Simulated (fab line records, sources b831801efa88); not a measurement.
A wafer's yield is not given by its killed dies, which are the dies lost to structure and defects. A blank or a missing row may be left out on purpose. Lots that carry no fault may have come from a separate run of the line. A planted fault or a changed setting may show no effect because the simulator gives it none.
fab line records	flow sky130
[record] lots = 12	wafers = 35	last_day = 51
route steps=708 shown SD_N@354 RES_XHIGH@360 LI_CONTACT@381 PAD_OPEN@708
lots with no fault: from the same line, run without faults
start_h: start of the lot's first displayed wafer, in hours after the record's first day	wait_h: time in hours since the lot's previous step	" the same as in the row above	L1.1+2: a row that stands for several wafers	- no value present, or no start provided	* or withheld: withheld	< > ~ a bound
route shown NAME@n: names a module that has steps shown in the file, with the first one's number in the route	usual: mean and standard deviation over wafers with no fault	same: alike in all rows	chamber/n: place in a boat	sites: readings site by site	_std_site: standard deviation of those values	_edge_site: mean of outer sites minus mean of inner sites	radius_mm: for every site, how far away it sits from the centre of the wafer	mask NAME#n: copy n	behind: tool/chamber where the wafer was last shaped	hold: reason for holding the lot/hours on hold/outcome of the hold	device: transistor that didn't switch, given as n, p or np	end of line: at the end of the route, the tests of the same wafers	where a step has no rows: the recipe by itself	killed: count of dies lost to structure and defects at first sort (not the wafer's yield)	map: the dies of a wafer, with x for killed, . for not killed, _ for no die there
set.NAME: the setting as run; set.NAME@STEP: as run at that earlier step	model.NAME: the simulator's own value behind a step, which no gauge read
the route's steps for a sample of lots (tables are steps, rows are wafers)
services: a tool's chamber out of use, with start hour (start_h, from the record's first day; less than 0 if before it), hours out, and reason
[[steps]]
[step SKY_SD_N_TW_MEAS_12]
[usual] SD_N_TW = 3990/18
lot.wafer	tool	chamber	start_h	wait_h	SD_N_TW
L469.1	film_metro-03	-	665.82	0.1	3978
L469.3	"	-	"	"	3970
L469.5	"	-	"	"	3988
L471.2	film_metro-04	-	679.58	0.1	3986
L471.5	"	-	"	"	3963
L471.6	"	-	"	"	3978
L473.2	film_metro-03	-	703.88	0.1	4020
L473.4	"	-	"	"	4039
L473.6	"	-	"	"	4023
L474.4	film_metro-03	-	717.60	0.1	3997
L474.5	"	-	"	"	3992
L474.6	"	-	"	"	3991
L476.1	film_metro-02	-	728.77	0.1	4002
L476.3	"	-	"	"	3993
L476.5	"	-	"	"	3982
L477.1	film_metro-02	-	738.67	0.1	3985
L477.5	"	-	"	"	4003
L477.6	"	-	"	"	3984
L478.1	film_metro-03	-	744.44	0.1	3993
L478.5	"	-	"	"	4004
L478.6	"	-	"	"	4007
L479.1	film_metro-04	-	754.27	0.1	4008
L479.5	"	-	"	"	4000
L487.1	film_metro-02	-	823.92	0.1	3968
L487.2	"	-	"	"	3974
L487.6	"	-	"	"	3973
L488.1	film_metro-03	-	832.62	0.1	4018
L488.4	"	-	"	"	3984
L488.5	"	-	"	"	4001
L489.1	film_metro-02	-	833.27	0.1	3971
L489.3	"	-	"	"	3995
L489.6	"	-	"	"	3948
L490.4	film_metro-02	-	843.86	0.1	4008
L490.5	"	-	"	"	3975
L490.6	"	-	"	"	3991
[step SKY_SD_N_RS_MEAS_18]
[recipe] thk_meas_gauge = four-point-probe
[usual] RES_XHIGH_RS = 333.2/1.1
lot.wafer	tool	chamber	start_h	wait_h	RES_XHIGH_RS[ohm/sq]
L469.1	film_metro-04	-	666.35	0.1	334.5
L469.3	"	-	"	"	334.1
L469.5	"	-	"	"	333.8
L471.2	film_metro-03	-	680.11	0.1	332.4
L471.5	"	-	"	"	334.3
L471.6	"	-	"	"	334.5
L473.2	film_metro-02	-	704.41	0.1	335.1
L473.4	"	-	"	"	334.9
L473.6	"	-	"	"	336.4
L474.4	film_metro-02	-	718.16	0.1	333.4
L474.5	"	-	"	"	332.6
L474.6	"	-	"	"	333.9
L476.1	film_metro-04	-	729.29	0.1	332.7
L476.3	"	-	"	"	332.5
L476.5	"	-	"	"	331.6
L477.1	film_metro-02	-	739.39	0.1	333.3
L477.5	"	-	"	"	333.8
L477.6	"	-	"	"	333.7
L478.1	film_metro-03	-	744.97	0.1	332.1
L478.5	"	-	"	"	332.4
L478.6	"	-	"	"	333.1
L479.1	film_metro-02	-	754.80	0.1	333.1
L479.5	"	-	"	"	333.6
L487.1	film_metro-02	-	824.44	0.1	334.1
L487.2	"	-	"	"	334.5
L487.6	"	-	"	"	334.4
L488.1	film_metro-03	-	833.14	0.1	331.8
L488.4	"	-	"	"	332.9
L488.5	"	-	"	"	332.3
L489.1	film_metro-02	-	833.85	0.1	333.9
L489.3	"	-	"	"	332.8
L489.6	"	-	"	"	334.5
L490.4	film_metro-04	-	844.41	0.1	331.6
L490.5	"	-	"	"	331.3
L490.6	"	-	"	"	331.9
[step SKY_LI_CONTACT_SPUTTER_19]
[recipe] material = Ti	target_thk_nm = 20	chamber_pressure_pa = 5	power_w = 2500	substrate_temp_c = 200	time_s = 106.37
[usual] throttle_valve_pct = 29.8/0.8
lot.wafer	tool	chamber	start_h	wait_h	throttle_valve_pct
L469.1	pvd_sputter-03	-	695.69	0.0	30.4
L469.3	"	-	"	"	30.6
L469.5	"	-	"	"	30.4
L471.2	pvd_sputter-04	-	709.54	0.0	29.1
L471.5	"	-	"	"	28.7
L471.6	"	-	"	"	30.7
L473.2	pvd_sputter-03	-	733.24	0.0	30.1
L473.4	"	-	"	"	30.0
L473.6	"	-	"	"	30.8
L474.4	pvd_sputter-03	-	746.69	0.0	30.5
L474.5	"	-	"	"	30.6
L474.6	"	-	"	"	30.2
L476.1	pvd_sputter-04	-	758.14	0.0	30.7
L476.3	"	-	"	"	29.3
L476.5	"	-	"	"	30.7
L477.1	pvd_sputter-04	-	769.30	0.0	29.6
L477.5	"	-	"	"	29.6
L477.6	"	-	"	"	30.5
L478.1	pvd_sputter-03	-	773.34	0.0	30.5
L478.5	"	-	"	"	30.5
L478.6	"	-	"	"	30.6
L479.1	pvd_sputter-04	-	783.54	0.0	30.5
L479.5	"	-	"	"	29.5
L487.1	pvd_sputter-04	-	852.48	0.0	29.5
L487.2	"	-	"	"	28.7
L487.6	"	-	"	"	29.2
L488.1	pvd_sputter-03	-	861.09	0.0	30.6
L488.4	"	-	"	"	30.4
L488.5	"	-	"	"	30.3
L489.1	pvd_sputter-04	-	861.74	0.0	29.6
L489.3	"	-	"	"	30.6
L489.6	"	-	"	"	29.3
L490.4	pvd_sputter-02	-	872.40	0.0	27.0
L490.5	"	-	"	"	30.2
L490.6	"	-	"	"	28.1
[step SKY_LI_CONTACT_CVD_21]
[recipe] material = W	target_thk_nm = 400	time_s = 120.56	temp_c = 400	pressure_torr = 40
[usual] heater_power_w = 826/87
lot.wafer	tool	chamber	start_h	wait_h	heater_power_w
L469.1	cvd_w-02	0	695.83	0.0	884
L469.3	"	1	"	"	721
L469.5	"	1	"	"	741
L471.2	cvd_w-02	1	709.68	0.0	754
L471.5	"	1	"	"	738
L471.6	"	0	"	"	872
L473.2	cvd_w-02	0	733.42	0.1	881
L473.4	"	0	"	"	878
L473.6	"	0	"	"	872
L474.4	cvd_w-01	0	746.87	0.1	961
L474.5	"	0	"	"	927
L474.6	"	1	"	"	749
L476.1	cvd_w-01	1	758.27	0.0	753
L476.3	"	0	"	"	944
L476.5	"	0	"	"	920
L477.1	cvd_w-02	1	769.44	0.0	725
L477.5	"	1	"	"	733
L477.6	"	0	"	"	901
L478.1	cvd_w-02	1	773.47	0.0	740
L478.5	"	1	"	"	736
L478.6	"	0	"	"	862
L479.1	cvd_w-02	1	783.67	0.0	748
L479.5	"	0	"	"	876
L487.1	cvd_w-01	0	852.62	0.0	954
L487.2	"	1	"	"	755
L487.6	"	0	"	"	970
L488.1	cvd_w-01	1	861.23	0.0	763
L488.4	"	0	"	"	960
L488.5	"	1	"	"	741
L489.1	cvd_w-02	1	861.88	0.0	748
L489.3	"	1	"	"	734
L489.6	"	0	"	"	878
L490.4	cvd_w-01	1	872.58	0.1	743
L490.5	"	1	"	"	748
L490.6	"	0	"	"	931
[step SKY_LI_CONTACT_RS_MEAS_22]
[recipe] thk_meas_gauge = four-point-probe	reads = W_of_LI_CONTACT_CVD_21+TiN_of_LI_CONTACT_SPUTTER_20+Ti_of_LI_CONTACT_SPUTTER_19
[usual] LI_CONTACT_W_RS = 0.283/0.0046
lot.wafer	tool	chamber	start_h	wait_h	hold	LI_CONTACT_W_RS[ohm/sq]
L469.1	film_metro-04	-	695.95	0.1	-	0.285
L469.3	"	-	"	"	-	0.278
L469.5	"	-	"	"	-	0.278
L471.2	film_metro-02	-	709.82	0.1	-	0.281
L471.5	"	-	"	"	-	0.278
L471.6	"	-	"	"	-	0.287
L473.2	film_metro-04	-	733.65	0.2	-	0.286
L473.4	"	-	"	"	-	0.288
L473.6	"	-	"	"	-	0.288
L474.4	film_metro-03	-	747.01	0.1	-	0.278
L474.5	"	-	"	"	-	0.279
L474.6	"	-	"	"	-	0.281
L476.1	film_metro-03	-	758.40	0.1	-	0.286
L476.3	"	-	"	"	-	0.280
L476.5	"	-	"	"	-	0.282
L477.1	film_metro-02	-	769.56	0.1	await_dispo/0.2h/release	0.279
L477.5	"	-	"	"	await_dispo/0.2h/release	0.190
L477.6	"	-	"	"	await_dispo/0.2h/release	0.287
L477.1	film_metro-02	-	769.85	0.3	-	0.279
L477.5	"	-	"	"	-	0.191
L477.6	"	-	"	"	-	0.287
L478.1	film_metro-03	-	773.60	0.1	await_dispo/0.2h/release	0.272
L478.5	"	-	"	"	await_dispo/0.2h/release	0.190
L478.6	"	-	"	"	await_dispo/0.2h/release	0.285
L478.1	film_metro-03	-	773.89	0.3	-	0.272
L478.5	"	-	"	"	-	0.191
L478.6	"	-	"	"	-	0.286
L479.1	film_metro-02	-	783.80	0.1	await_dispo/0.2h/release	0.272
L479.5	"	-	"	"	await_dispo/0.2h/release	0.196
L479.1	film_metro-02	-	784.09	0.3	-	0.272
L479.5	"	-	"	"	-	0.196
L487.1	film_metro-04	-	852.74	0.1	-	0.282
L487.2	"	-	"	"	-	0.288
L487.6	"	-	"	"	-	0.284
L488.1	film_metro-02	-	861.35	0.1	-	0.286
L488.4	"	-	"	"	-	0.279
L488.5	"	-	"	"	-	0.283
L489.1	film_metro-04	-	862.00	0.1	-	0.278
L489.3	"	-	"	"	-	0.277
L489.6	"	-	"	"	-	0.289
L490.4	film_metro-02	-	872.73	0.1	-	0.289
L490.5	"	-	"	"	-	0.285
L490.6	"	-	"	"	-	0.282
[step SKY_LI_CONTACT_CMP_24]
[recipe] stop_on = PSG	t_overpolish_s = 20	down_force_psi = 3.5	platen_rpm = 60	target_thk_nm = 0	pad_velocity_m_s = 0.94248
[usual] motor_current_A = 10.8/1.6	time_to_endpoint_s = 100/3.5
lot.wafer	tool	chamber	start_h	wait_h	hold	motor_current_A	time_to_endpoint_s
L469.1	cmp-02	1	696.18	0.1	-	8.8	98
L469.3	"	2	"	"	-	9.9	95
L469.5	"	1	"	"	-	8.4	100
L471.2	cmp-02	0	710.13	0.2	-	10.9	103
L471.5	"	1	"	"	-	9.2	105
L471.6	"	2	"	"	-	10.4	96
L473.4	cmp-02	0	733.81	0.0	-	11.8	101
L473.2	"	3	"	"	-	10.6	97
L473.6	"	1	"	"	-	8.6	102
L474.4	cmp-01	1	747.18	0.1	-	11.0	98
L474.5	"	0	"	"	-	13.1	94
L474.6	"	1	"	"	-	10.6	98
L476.1	cmp-01	3	758.58	0.1	-	13.9	103
L476.3	"	0	"	"	-	13.1	108
L476.5	"	3	"	"	-	14.0	101
L477.1	cmp-02	1	779.25	5.0	await_dispo/4.9h/release	8.2	106
L477.6	"	1	"	"	await_dispo/4.9h/release	8.8	103
L477.5	"	2	"	"	await_dispo/4.9h/release	9.7	149
L478.1	cmp-02	0	781.49	3.1	await_dispo/2.5h/release	12.0	103
L478.5	"	2	"	"	await_dispo/2.5h/release	10.3	141
L478.6	"	3	"	"	await_dispo/2.5h/release	10.3	95
L479.1	cmp-02	3	789.82	2.4	await_dispo/1.4h/release	10.2	102
L479.5	"	0	"	"	await_dispo/1.4h/release	11.1	142
L487.2	cmp-01	3	853.02	0.1	-	14.3	96
L487.1	"	0	"	"	-	13.0	95
L487.6	"	1	"	"	-	10.7	99
L488.1	cmp-02	2	861.63	0.1	-	10.3	100
L488.4	"	3	"	"	-	10.4	100
L488.5	"	1	"	"	-	8.9	103
L489.3	cmp-01	3	862.18	0.0	-	13.7	100
L489.1	"	0	"	"	-	12.6	103
L489.6	"	3	"	"	-	13.8	100
L490.4	cmp-01	0	873.00	0.2	-	12.7	96
L490.5	"	1	"	"	-	10.8	102
L490.6	"	2	"	"	-	10.3	104
[step SKY_PAD_OPEN_PROBE_99]
[usual] killed_at_M0_to_M3 = 43/6	killed_at_M4_up = 3.2/1.9	killed_at_contacts = 25/5.4	killed_at_front_end = 15/4.5	killed_at_other = 0.3/0.59	killed_dies = 87/8.7	killed_on_rim = 17/3.5	killed_open = 47/6.7	killed_short = 39/5.7
[same] gross_dies = 492	killed_at_back_side = 0
lot.wafer	tool	chamber	start_h	wait_h	hold	killed_at_M0_to_M3	killed_at_M4_up	killed_at_contacts	killed_at_front_end	killed_at_other	killed_dies	killed_on_rim	killed_open	killed_short
L469.1	prober-01	-	1095.25	0.1	-	40	2	22	24	0	88	16	52	36
L469.3	prober-01	-	1095.35	0.2	-	40	2	34	23	0	99	17	55	43
L469.5	prober-01	-	1095.45	0.2	-	39	1	26	15	1	82	14	46	35
L471.2	prober-01	-	1106.32	0.1	-	41	1	25	13	0	80	14	46	33
L471.5	prober-01	-	1106.47	0.2	-	55	5	21	16	0	97	21	57	40
L471.6	prober-01	-	1106.52	0.2	-	45	3	29	11	0	88	16	48	40
L473.2	prober-01	-	1120.69	0.1	-	44	3	11	14	0	72	13	42	30
L473.4	prober-01	-	1120.79	0.2	-	38	2	24	20	1	85	20	48	37
L473.6	prober-01	-	1120.89	0.2	-	51	7	18	11	0	87	17	42	45
L474.4	prober-02	-	1133.39	0.2	-	42	3	21	3	0	69	13	34	35
L474.5	prober-02	-	1133.44	0.2	-	50	4	16	19	0	89	13	50	39
L474.6	prober-02	-	1133.49	0.2	-	50	4	20	12	1	87	26	44	43
L476.1	prober-02	-	1140.06	0.1	-	36	4	22	12	0	74	16	38	36
L476.3	prober-02	-	1140.16	0.2	-	43	1	31	15	1	91	21	60	31
L476.5	prober-02	-	1140.26	0.2	-	41	1	16	18	0	76	17	43	33
L477.1	prober-01	-	1159.23	0.1	-	36	2	36	10	1	85	22	50	35
L477.5	prober-01	-	1159.43	0.2	-	50	7	33	12	0	102	17	53	49
L477.6	prober-01	-	1159.48	0.2	-	42	4	21	13	0	80	10	46	34
L478.1	prober-02	-	1159.99	0.1	-	51	1	16	14	0	82	12	50	31
L478.5	prober-02	-	1160.19	0.2	-	42	3	20	12	0	77	16	45	32
L478.6	prober-02	-	1160.24	0.2	-	46	2	17	18	0	83	14	41	42
L479.1	prober-01	-	1160.73	0.1	await_dispo/8.0h/release	36	3	21	10	0	70	12	40	30
L479.5	prober-01	-	1160.93	0.2	await_dispo/8.0h/release	42	5	25	14	0	86	17	43	43
L487.1	prober-01	-	1208.59	0.1	-	38	1	28	18	1	86	18	46	40
L487.2	prober-01	-	1208.64	0.1	-	34	1	34	12	0	81	17	47	34
L487.6	prober-01	-	1208.84	0.2	-	44	1	31	9	0	85	17	49	36
L488.1	prober-02	-	1208.94	0.1	-	43	2	29	18	0	92	16	48	44
L488.4	prober-02	-	1209.09	0.2	-	37	0	32	10	0	79	25	41	38
L488.5	prober-02	-	1209.14	0.2	-	45	1	22	15	1	84	13	50	34
L489.1	prober-01	-	1210.09	0.1	-	35	7	19	10	0	71	12	38	33
L489.3	prober-01	-	1210.19	0.2	-	48	5	29	11	0	93	19	59	34
L489.6	prober-01	-	1210.34	0.2	-	47	4	23	15	0	89	17	52	37
L490.4	prober-02	-	1213.59	0.2	-	41	3	18	17	0	79	16	42	37
L490.5	prober-02	-	1213.64	0.2	-	41	3	30	16	0	90	18	42	48
L490.6	prober-02	-	1213.69	0.2	-	65	2	28	11	0	106	21	64	42
// killed by level:class
L469.1 CONTACT:geometric_particle:open=10 VIA1:geometric_particle:open=10 FIELD_ISO:geometric_particle:open=8 LI_CONTACT:geometric_particle:open=6 METAL2:geometric_particle:short=6 VIA3:geometric_particle:open=6 FIELD_ISO:geometric_particle:short=5 METAL1:geometric_particle:short=4
L469.3 CONTACT:geometric_particle:open=13 CONTACT:geometric_particle:short=10 VIA1:geometric_particle:short=8 LI_CONTACT:geometric_particle:open=7 FIELD_ISO:geometric_particle:open=6 METAL2:geometric_particle:short=6 VIA2:geometric_particle:open=6 FIELD_ISO:geometric_particle:short=5
L469.5 VIA1:geometric_particle:open=9 CONTACT:geometric_particle:open=8 CONTACT:geometric_particle:short=7 VIA3:geometric_particle:open=6 FIELD_ISO:geometric_particle:short=5 LI_CONTACT:geometric_particle:open=5 METAL2:geometric_particle:short=5 VIA2:geometric_particle:open=5
L471.2 CONTACT:geometric_particle:open=10 VIA1:geometric_particle:open=8 VIA3:geometric_particle:open=7 LI_CONTACT:geometric_particle:open=7 METAL1:geometric_particle:short=7 POLY_GATE:geometric_particle:open=5 LI_CONTACT:geometric_particle:short=5 VIA1:geometric_particle:short=5
L471.5 VIA1:geometric_particle:open=16 VIA3:geometric_particle:open=11 CONTACT:geometric_particle:open=7 VIA2:geometric_particle:open=7 CONTACT:geometric_particle:short=6 LI_CONTACT:geometric_particle:open=5 VIA2:geometric_particle:short=5 FIELD_ISO:geometric_particle:open=4
L471.6 LI_CONTACT:geometric_particle:open=11 VIA1:geometric_particle:open=10 VIA3:geometric_particle:open=9 VIA1:geometric_particle:short=7 CONTACT:geometric_particle:open=6 CONTACT:geometric_particle:short=5 METAL3:geometric_particle:short=5 LOCAL_INTERCONNECT:geometric_particle:short=4
L473.2 VIA1:geometric_particle:open=11 POLY_GATE:geometric_particle:open=6 VIA2:geometric_particle:open=6 VIA1:geometric_particle:short=5 CONTACT:geometric_particle:open=4 METAL1:geometric_particle:short=4 POLY_GATE:geometric_particle:short=3 LI_CONTACT:geometric_particle:open=3
L473.4 POLY_GATE:geometric_particle:open=8 CONTACT:geometric_particle:open=7 VIA1:geometric_particle:open=7 LI_CONTACT:geometric_particle:open=6 VIA1:geometric_particle:short=6 METAL2:geometric_particle:short=5 VIA3:geometric_particle:open=5 FIELD_ISO:geometric_particle:short=4
L473.6 VIA1:geometric_particle:open=12 POLY_GATE:geometric_particle:short=8 CONTACT:geometric_particle:open=8 METAL2:geometric_particle:short=7 METAL1:geometric_particle:short=7 VIA3:geometric_particle:open=7 VIA3:geometric_particle:short=6 LI_CONTACT:geometric_particle:open=4
L474.4 VIA1:geometric_particle:open=11 VIA1:geometric_particle:short=8 CONTACT:geometric_particle:short=7 CONTACT:geometric_particle:open=6 VIA2:geometric_particle:open=6 VIA3:geometric_particle:open=5 METAL2:geometric_particle:short=4 LI_CONTACT:geometric_particle:open=4
L474.5 VIA1:geometric_particle:open=11 VIA3:geometric_particle:open=10 CONTACT:geometric_particle:short=7 VIA2:geometric_particle:open=7 FIELD_ISO:geometric_particle:open=6 VIA1:geometric_particle:short=6 VIA2:geometric_particle:short=6 POLY_GATE:geometric_particle:open=5
L474.6 VIA1:geometric_particle:open=13 CONTACT:geometric_particle:open=9 METAL1:geometric_particle:short=9 VIA1:geometric_particle:short=6 VIA2:geometric_particle:open=5 FIELD_ISO:geometric_particle:open=4 LI_CONTACT:geometric_particle:open=4 METAL2:geometric_particle:short=4
L476.1 VIA1:geometric_particle:open=12 CONTACT:geometric_particle:open=9 VIA2:geometric_particle:open=6 LI_CONTACT:geometric_particle:open=5 POLY_GATE:geometric_particle:short=4 METAL4:geometric_particle:short=4 METAL2:geometric_particle:short=4 FIELD_ISO:geometric_particle:short=3
L476.3 CONTACT:geometric_particle:open=14 VIA1:geometric_particle:open=13 LI_CONTACT:geometric_particle:open=9 VIA2:geometric_particle:open=8 METAL1:geometric_particle:short=7 FIELD_ISO:geometric_particle:open=6 VIA3:geometric_particle:open=5 LOCAL_INTERCONNECT:geometric_particle:short=4
L476.5 VIA1:geometric_particle:open=10 FIELD_ISO:geometric_particle:short=8 VIA3:geometric_particle:open=7 METAL2:geometric_particle:short=7 FIELD_ISO:geometric_particle:open=6 LI_CONTACT:geometric_particle:open=5 VIA2:geometric_particle:short=5 CONTACT:geometric_particle:open=5
L477.1 LI_CONTACT:geometric_particle:open=13 CONTACT:geometric_particle:open=8 VIA1:geometric_particle:open=7 LOCAL_INTERCONNECT:geometric_particle:short=6 CONTACT:geometric_particle:short=6 METAL1:geometric_particle:short=6 VIA3:geometric_particle:open=6 VIA2:geometric_particle:open=5
L477.5 VIA1:geometric_particle:open=12 VIA2:geometric_particle:open=11 CONTACT:geometric_particle:open=11 LOCAL_INTERCONNECT:geometric_particle:short=6 METAL1:geometric_particle:short=6 LI_CONTACT:geometric_particle:short=5 CONTACT:geometric_particle:short=5 VIA1:geometric_particle:short=5
L477.6 VIA1:geometric_particle:open=11 VIA3:geometric_particle:open=8 CONTACT:geometric_particle:short=6 CONTACT:geometric_particle:open=5 METAL1:geometric_particle:short=5 LI_CONTACT:geometric_particle:open=4 LOCAL_INTERCONNECT:geometric_particle:short=4 VIA1:geometric_particle:short=4
L478.1 VIA1:geometric_particle:open=11 VIA2:geometric_particle:open=10 METAL2:geometric_particle:short=7 VIA3:geometric_particle:open=7 LI_CONTACT:geometric_particle:open=6 CONTACT:geometric_particle:open=6 FIELD_ISO:geometric_particle:open=5 FIELD_ISO:geometric_particle:short=5
L478.5 VIA3:geometric_particle:open=7 VIA2:geometric_particle:open=7 VIA1:geometric_particle:open=7 LI_CONTACT:geometric_particle:open=6 CONTACT:geometric_particle:open=6 CONTACT:geometric_particle:short=5 VIA2:geometric_particle:short=5 POLY_GATE:geometric_particle:open=4
L478.6 METAL2:geometric_particle:short=10 VIA3:geometric_particle:open=7 METAL1:geometric_particle:short=7 VIA1:geometric_particle:open=7 LI_CONTACT:geometric_particle:open=5 VIA2:geometric_particle:open=5 POLY_GATE:geometric_particle:short=4 CONTACT:geometric_particle:short=4
L479.1 VIA1:geometric_particle:open=9 LI_CONTACT:geometric_particle:open=8 CONTACT:geometric_particle:open=5 METAL2:geometric_particle:short=5 FIELD_ISO:geometric_particle:open=4 LOCAL_INTERCONNECT:geometric_particle:short=4 CONTACT:geometric_particle:short=4 VIA2:geometric_particle:open=4
L479.5 CONTACT:geometric_particle:open=9 VIA1:geometric_particle:open=9 LOCAL_INTERCONNECT:geometric_particle:short=6 VIA1:geometric_particle:short=6 VIA2:geometric_particle:open=6 FIELD_ISO:geometric_particle:short=5 METAL1:geometric_particle:short=5 METAL2:geometric_particle:short=4
L487.1 VIA1:geometric_particle:open=13 CONTACT:geometric_particle:open=10 POLY_GATE:geometric_particle:short=9 LOCAL_INTERCONNECT:geometric_particle:short=6 LI_CONTACT:geometric_particle:open=5 VIA3:geometric_particle:open=5 CONTACT:geometric_particle:short=4 VIA1:geometric_particle:short=3
L487.2 CONTACT:geometric_particle:open=14 VIA2:geometric_particle:open=8 LI_CONTACT:geometric_particle:open=7 VIA3:geometric_particle:open=7 LOCAL_INTERCONNECT:geometric_particle:short=7 POLY_GATE:geometric_particle:short=5 VIA1:geometric_particle:short=5 VIA3:geometric_particle:short=4
L487.6 CONTACT:geometric_particle:open=11 VIA3:geometric_particle:open=8 LI_CONTACT:geometric_particle:open=7 CONTACT:geometric_particle:short=7 VIA2:geometric_particle:open=7 VIA1:geometric_particle:open=6 VIA3:geometric_particle:short=6 LOCAL_INTERCONNECT:geometric_particle:short=5
L488.1 CONTACT:geometric_particle:open=11 VIA1:geometric_particle:open=8 VIA2:geometric_particle:open=7 LOCAL_INTERCONNECT:geometric_particle:short=7 LI_CONTACT:geometric_particle:open=5 METAL1:geometric_particle:short=5 METAL3:geometric_particle:short=5 VIA1:geometric_particle:short=5
L488.4 CONTACT:geometric_particle:open=10 CONTACT:geometric_particle:short=7 VIA2:geometric_particle:open=7 LI_CONTACT:geometric_particle:short=6 LI_CONTACT:geometric_particle:open=6 VIA1:geometric_particle:short=6 METAL1:geometric_particle:short=5 POLY_GATE:geometric_particle:open=4
L488.5 VIA1:geometric_particle:open=15 LI_CONTACT:geometric_particle:open=8 VIA3:geometric_particle:open=7 METAL2:geometric_particle:short=6 VIA2:geometric_particle:open=6 CONTACT:geometric_particle:open=5 FIELD_ISO:geometric_particle:open=4 POLY_GATE:geometric_particle:short=4
L489.1 VIA1:geometric_particle:open=10 CONTACT:geometric_particle:open=7 METAL1:geometric_particle:short=7 VIA2:geometric_particle:open=5 METAL4:geometric_particle:short=5 LI_CONTACT:geometric_particle:open=4 CONTACT:geometric_particle:short=4 FIELD_ISO:geometric_particle:short=3
L489.3 CONTACT:geometric_particle:open=13 VIA1:geometric_particle:open=12 POLY_GATE:geometric_particle:open=8 LI_CONTACT:geometric_particle:open=8 VIA1:geometric_particle:short=8 VIA2:geometric_particle:open=8 METAL1:geometric_particle:short=5 LOCAL_INTERCONNECT:geometric_particle:short=5
L489.6 VIA1:geometric_particle:open=15 CONTACT:geometric_particle:open=9 VIA3:geometric_particle:open=9 METAL1:geometric_particle:short=6 POLY_GATE:geometric_particle:open=5 LI_CONTACT:geometric_particle:open=5 VIA1:geometric_particle:short=5 VIA2:geometric_particle:open=5
L490.4 VIA1:geometric_particle:open=11 CONTACT:geometric_particle:open=7 METAL1:geometric_particle:short=6 VIA2:geometric_particle:open=6 POLY_GATE:geometric_particle:short=5 CONTACT:geometric_particle:short=5 VIA3:geometric_particle:open=4 VIA1:geometric_particle:short=4
L490.5 CONTACT:geometric_particle:short=11 CONTACT:geometric_particle:open=9 FIELD_ISO:geometric_particle:short=8 VIA1:geometric_particle:open=8 LI_CONTACT:geometric_particle:open=7 METAL2:geometric_particle:short=7 VIA2:geometric_particle:open=5 METAL1:geometric_particle:short=4
L490.6 VIA1:geometric_particle:open=17 METAL2:geometric_particle:short=12 CONTACT:geometric_particle:open=10 LI_CONTACT:geometric_particle:open=8 VIA3:geometric_particle:open=8 VIA2:geometric_particle:short=6 METAL1:geometric_particle:short=5 LOCAL_INTERCONNECT:geometric_particle:short=4
[[services]]
tool	chamber	start_h	hours	kind
cvd_w-02	-	677.41	1.0	repair
pvd_sputter-02	-	706.93	5.4	repair
cmp-01	-	712.41	9.4	repair
cmp-02	-	716.76	0.8	repair
cmp-01	-	726.25	2.4	repair
cvd_w-02	1	731.98	9.9	repair
cmp-02	-	745.46	0.4	repair
cmp-01	-	747.53	5.4	pm
cvd_w-01	-	750.53	2.8	pm
cmp-01	-	752.95	4.0	pm
cmp-01	-	756.95	-	consumable_replace:conditioner
cmp-01	-	756.95	-	consumable_replace:pad
cmp-01	-	760.57	0.6	repair
cmp-01	-	770.32	0.8	repair
cvd_w-02	-	787.52	1.6	repair
cmp-01	-	809.20	3.0	repair
pvd_sputter-02	-	863.63	7.7	repair
pvd_sputter-03	-	867.32	3.9	repair
[[key]]
[first_sign] step = SKY_LI_CONTACT_RS_MEAS_22	reading = visit	direction = added
[effect] step = SKY_LI_CONTACT_RS_MEAS_22	reading = LI_CONTACT_W_RS	direction = down	sigmas = 20	usual = 0.283	struck = 0.192
[effect] step = SKY_LI_CONTACT_CMP_24	reading = time_to_endpoint_s	direction = up	sigmas = 12	usual = *	struck = *
met_at SKY_LI_CONTACT_CVD_21
struck_lots L477,L478,L479
struck_wafers L477.5,L478.5,L479.5
tester_left_out L477,L478,L479
not_acting_at SKY_SD_N_TW_MEAS_12,SKY_SD_N_RS_MEAS_18,SKY_LI_CONTACT_SPUTTER_19
onset_between 733.42 769.44
[fault] kind = process_parameter_drift	tool = cvd_w-02	chamber = -	onset_h = 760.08	steps = SKY_LI_CONTACT_CVD_21	channel = target_thk_nm	offset = 181.97	shape = step	end_h = 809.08	scope = struck_wafers_only	acts_in = these_recipes_only	stated = 400
// tester_left_out: of these lots the tester's yield and bins aren't shown, on N5 and GAA mostly nor the transistor test; their killed dies are dies lost to structure and defects alone, not to doping, threshold or leakage, so they don't give the yield
